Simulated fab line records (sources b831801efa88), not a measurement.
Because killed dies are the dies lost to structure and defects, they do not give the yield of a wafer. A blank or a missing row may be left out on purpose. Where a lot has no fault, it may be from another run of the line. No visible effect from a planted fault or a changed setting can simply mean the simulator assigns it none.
Chamber matching	flow sfq line	SFQ_TRILAYER_I7_CMP_CMP_184 on cmp-01 has 4 sister chambers
The step polishes SiO2. 4 wafers are shown with their chamber, then 9 later ones without.

WAFERS, EACH WITH ITS CHAMBER
wafer	chamber	motor current A (A)
L626.4	3	10.6
L631.3	2	10.4
L631.4	1	8.9
L631.5	0	11.2

WAFERS WITH NO CHAMBER GIVEN
wafer	motor current A (A)
L632.1	8.9
L632.3	11.1
L632.6	11.0
L636.3	11.0
L636.5	11.1
L636.6	10.3
L637.1	9.3
L637.2	11.5
L637.6	10.6

EACH ONE'S CHAMBER
wafer	from the rows above	in truth
L632.1	1	1
L632.3	0	0
L632.6	can't be placed: 0 or 3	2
L636.3	can't be placed: 0 or 3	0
L636.5	0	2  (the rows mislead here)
L636.6	can't be placed: 2 or 3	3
L637.1	1	1
L637.2	0	0
L637.6	can't be placed: 3 or 2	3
Correctly placed: 4 of 9. Not placeable from these rows: 4 (in 3, the candidates include the true chamber). Number placed wrongly: 1.
How it was worked out, from the rows above alone: a wafer's distance from a chamber is the root of the sum, over the readings, of the square of ((its reading less the chamber's mean) divided by the reading's scatter). If the next closest chamber is less than 2 further off than the closest, the wafer can't be placed; otherwise it belongs to the closest. Each chamber's mean is taken over the wafers shown for it. The scatter: root of mean squared gap, hidden wafer to nearest shown wafer, with one shown wafer a chamber.
